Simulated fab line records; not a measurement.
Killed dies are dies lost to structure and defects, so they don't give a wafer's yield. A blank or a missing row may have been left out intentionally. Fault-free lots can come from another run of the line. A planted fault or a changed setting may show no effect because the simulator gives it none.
Which tool is to blame? | flow sky130 | 36 wafers from 12 lots sampled at 5 of the route's 708 steps

== WHAT THE GAUGES READ, wafer by wafer ==
The record lacks any reading of a measuring or inspecting step that a usual standard deviation could be used to judge.

== EACH LOT AND THE TOOL THAT RAN IT (in order: tool; ch and the chambers of the sampled wafers; start) ==
lot  | SKY_FIELD_ISO_WET_ETCH_18      | SKY_DNWELL_STRIP_08                 | SKY_PWDE_STRIP_09                   | SKY_NWELL_STRIP_25                   | SKY_PAD_OPEN_PROBE_99
L923 | wet_bench-04 ch 2, day 2 09:10 | plasma_asher-04 ch 0,1, day 3 06:31 | plasma_asher-01 ch 0,1, day 3 22:24 | plasma_asher-04 ch 0,1, day 5 08:56  | prober-01, day 45 14:32
L924 | wet_bench-04 ch 2, day 2 16:49 | plasma_asher-02 ch 0,1, day 3 15:28 | plasma_asher-03 ch 0, day 4 07:35   | plasma_asher-01 ch 0, day 5 18:26    | -
L932 | wet_bench-04 ch 1, day 4 04:10 | plasma_asher-04 ch 0,1, day 5 05:11 | plasma_asher-03 ch 0,1, day 5 23:11 | plasma_asher-04 ch 0,1, day 7 13:02  | -
L936 | wet_bench-01 ch 2, day 5 01:05 | plasma_asher-04 ch 0,1, day 6 01:19 | plasma_asher-02 ch 0,1, day 6 20:11 | plasma_asher-01 ch 0,1, day 8 13:09  | prober-02, day 49 20:02
L938 | wet_bench-01 ch 0, day 5 12:19 | plasma_asher-04 ch 0,1, day 6 12:02 | plasma_asher-02 ch 0,1, day 7 07:35 | plasma_asher-01 ch 0,1, day 9 01:48  | prober-01, day 49 17:35
L939 | wet_bench-01 ch 1, day 5 15:14 | plasma_asher-02 ch 0,1, day 6 16:52 | plasma_asher-01 ch 0,1, day 7 12:57 | plasma_asher-01 ch 0,1, day 9 06:32  | prober-02, day 49 22:10
L940 | wet_bench-02 ch 3, day 5 22:28 | plasma_asher-03 ch 0,1, day 7 00:02 | plasma_asher-02 ch 0,1, day 7 20:04 | plasma_asher-03 ch 0,1, day 9 15:04  | prober-01, day 49 23:17
L941 | wet_bench-02 ch 2, day 6 03:21 | plasma_asher-02 ch 0,1, day 7 05:08 | plasma_asher-03 ch 0,1, day 8 01:16 | plasma_asher-04 ch 0,1, day 9 20:08  | prober-02, day 50 00:23
L943 | wet_bench-04 ch 2, day 6 13:58 | plasma_asher-03 ch 0,1, day 7 15:32 | plasma_asher-03 ch 0,1, day 8 11:56 | plasma_asher-03 ch 0,1, day 10 07:47 | prober-01, day 50 06:59
L944 | wet_bench-02 ch 1, day 6 19:06 | plasma_asher-02 ch 0,1, day 7 22:05 | plasma_asher-02 ch 0,1, day 8 19:08 | plasma_asher-04 ch 0,1, day 10 16:35 | -
L945 | wet_bench-04 ch 3, day 7 01:14 | plasma_asher-04 ch 0,1, day 8 03:41 | plasma_asher-03 ch 0,1, day 9 00:53 | plasma_asher-03 ch 0,1, day 10 22:31 | -
L946 | wet_bench-02 ch 3, day 7 07:21 | plasma_asher-04 ch 0,1, day 8 10:26 | plasma_asher-03 ch 0,1, day 9 08:03 | plasma_asher-01 ch 0,1, day 11 06:30 | -
- SKY_FIELD_ISO_WET_ETCH_18: etches Si3N4 in H3PO4, target depth 25 nm, time 286 s.
- SKY_DNWELL_STRIP_08: strips in O2/N2.
- SKY_PWDE_STRIP_09: strips in O2/N2.
- SKY_NWELL_STRIP_25: strips in O2/N2.
- SKY_PAD_OPEN_PROBE_99

== AS READ BY THE TOOLS THEMSELVES (means over the sampled wafers that have a number; for cases with no such wafer, the mark the record gives instead) ==
SKY_FIELD_ISO_WET_ETCH_18.
lot  | tool         | run_length_s (s) | temp_c (C)
L923 | wet_bench-04 | 321              | 160.09
L924 | wet_bench-04 | 319              | 160.14
L932 | wet_bench-04 | 139              | 159.93
L936 | wet_bench-01 | 319              | 159.72
L938 | wet_bench-01 | 312              | 160.06
L939 | wet_bench-01 | 311              | 159.99
L940 | wet_bench-02 | 312              | 160.13
L941 | wet_bench-02 | 313              | 160.01
L943 | wet_bench-04 | 312              | 159.91
L944 | wet_bench-02 | 312              | 160.02
L945 | wet_bench-04 | 312              | 159.96
L946 | wet_bench-02 | 319              | 159.81

SKY_DNWELL_STRIP_08.
lot  | tool            | chamber_pressure_mTorr (mTorr) | drypump_motor_current_A (A) | oes_product_au (a.u.) | strip_time_to_endpoint_s (s)
L923 | plasma_asher-04 | 1501.1                         | 5.63                        | 0.725                 | 36.96
L924 | plasma_asher-02 | 1499.6                         | 5.96                        | 0.723                 | 37.01
L932 | plasma_asher-04 | 1498.5                         | 5.61                        | 0.727                 | 36.88
L936 | plasma_asher-04 | 1498.2                         | 5.65                        | 0.721                 | 36.90
L938 | plasma_asher-04 | 1502.5                         | 5.68                        | 0.723                 | 36.74
L939 | plasma_asher-02 | 1498.7                         | 5.82                        | 0.724                 | 36.95
L940 | plasma_asher-03 | 1498.9                         | 5.53                        | 0.726                 | 36.88
L941 | plasma_asher-02 | 1499.3                         | 5.81                        | 0.721                 | 36.93
L943 | plasma_asher-03 | 1500.9                         | 5.55                        | 0.722                 | 37.13
L944 | plasma_asher-02 | 1500.5                         | 5.96                        | 0.725                 | 36.87
L945 | plasma_asher-04 | 1501.1                         | 5.69                        | 0.722                 | 36.88
L946 | plasma_asher-04 | 1500.2                         | 5.68                        | 0.720                 | 36.89

SKY_PWDE_STRIP_09.
lot  | tool            | chamber_pressure_mTorr (mTorr) | drypump_motor_current_A (A) | oes_product_au (a.u.) | strip_time_to_endpoint_s (s)
L923 | plasma_asher-01 | 1498.5                         | 5.1                         | 0.721                 | 37.01
L924 | plasma_asher-03 | 1499.4                         | 5.8                         | 0.725                 | 36.99
L932 | plasma_asher-03 | 1500.3                         | 5.7                         | 0.722                 | 37.04
L936 | plasma_asher-02 | 1500.6                         | 5.8                         | 0.726                 | 36.86
L938 | plasma_asher-02 | 1501.2                         | 5.8                         | 0.722                 | 36.84
L939 | plasma_asher-01 | 1498.6                         | 5.1                         | 0.719                 | 37.01
L940 | plasma_asher-02 | 1505.6                         | 6.0                         | 0.722                 | 36.90
L941 | plasma_asher-03 | 1501.7                         | 5.5                         | 0.725                 | 37.05
L943 | plasma_asher-03 | 1501.1                         | 5.7                         | 0.725                 | 36.85
L944 | plasma_asher-02 | 1499.6                         | 5.8                         | 0.723                 | 37.09
L945 | plasma_asher-03 | 1500.6                         | 5.5                         | 0.723                 | 37.04
L946 | plasma_asher-03 | 1499.6                         | 5.7                         | 0.716                 | 37.08

SKY_NWELL_STRIP_25.
lot  | tool            | chamber_pressure_mTorr (mTorr) | drypump_motor_current_A (A) | oes_product_au (a.u.) | strip_time_to_endpoint_s (s)
L923 | plasma_asher-04 | 1500.9                         | 5.63                        | 0.721                 | 36.90
L924 | plasma_asher-01 | 1499.0                         | 5.08                        | 0.721                 | 36.92
L932 | plasma_asher-04 | 1500.5                         | 5.68                        | 0.726                 | 36.84
L936 | plasma_asher-01 | 1500.0                         | 5.11                        | 0.720                 | 37.03
L938 | plasma_asher-01 | 1500.7                         | 5.13                        | 0.718                 | 36.94
L939 | plasma_asher-01 | 1500.5                         | 5.14                        | 0.725                 | 36.96
L940 | plasma_asher-03 | 1500.7                         | 5.67                        | 0.722                 | 37.00
L941 | plasma_asher-04 | 1501.6                         | 5.67                        | 0.720                 | 36.99
L943 | plasma_asher-03 | 1500.3                         | 5.67                        | 0.726                 | 36.75
L944 | plasma_asher-04 | 1499.7                         | 5.67                        | 0.727                 | 37.03
L945 | plasma_asher-03 | 1500.5                         | 5.54                        | 0.726                 | 37.06
L946 | plasma_asher-01 | 1499.7                         | 5.11                        | 0.720                 | 37.03

SKY_PAD_OPEN_PROBE_99.
lot  | tool      | killed_at_M0_to_M3 | killed_at_M4_up | killed_at_contacts | killed_at_front_end | killed_at_other | killed_dies | killed_open | killed_short
L923 | prober-01 | 38                 | 2.7             | 27                 | 16                  | 0.0             | 84          | 49          | 35
L936 | prober-02 | 48                 | 2.3             | 20                 | 16                  | 0.0             | 86          | 48          | 39
L938 | prober-01 | 52                 | 2.7             | 21                 | 17                  | 0.0             | 92          | 52          | 40
L939 | prober-02 | 41                 | 4.7             | 19                 | 15                  | 0.0             | 79          | 41          | 38
L940 | prober-01 | 42                 | 2.7             | 27                 | 14                  | 0.3             | 86          | 48          | 38
L941 | prober-02 | 36                 | 2.3             | 24                 | 22                  | 0.3             | 84          | 48          | 36
L943 | prober-01 | 47                 | 3.7             | 30                 | 11                  | 0.0             | 92          | 50          | 42

== THE ANSWER, worked out from the rows above alone ==
Rule: the usual values come from the lots themselves. Put in order of their means at a reading, lots are off if they are a third of the lots or fewer, leave a main group of 4 or more, and stand apart from it by a gap of 3 or more times the standard deviation of the main group's means; of several such gaps the widest counts. If all means in a main group match to the digits the tables above print for the reading, that group is not used. A lot without any number at a reading at which 4 lots or more have one is off too. All remaining lots with rows at the step are treated as sound. After the gauges, taken in route order, come the tools' own readings; for these a lot's mean is taken, as printed above. At the first step where some lot is off, the reading lying furthest off is the one used; lots without a number count as furthest.
Off, at SKY_FIELD_ISO_WET_ETCH_18 on run_length_s: L932. For the main group the mean is 315 s and the standard deviation 3.7.
A tool fits if, at that step or a process step before it, it ran every lot that is off, and no sound lot after the first of them. Of those tried, none fits.

== WHAT THE SIMULATOR PUT IN ==
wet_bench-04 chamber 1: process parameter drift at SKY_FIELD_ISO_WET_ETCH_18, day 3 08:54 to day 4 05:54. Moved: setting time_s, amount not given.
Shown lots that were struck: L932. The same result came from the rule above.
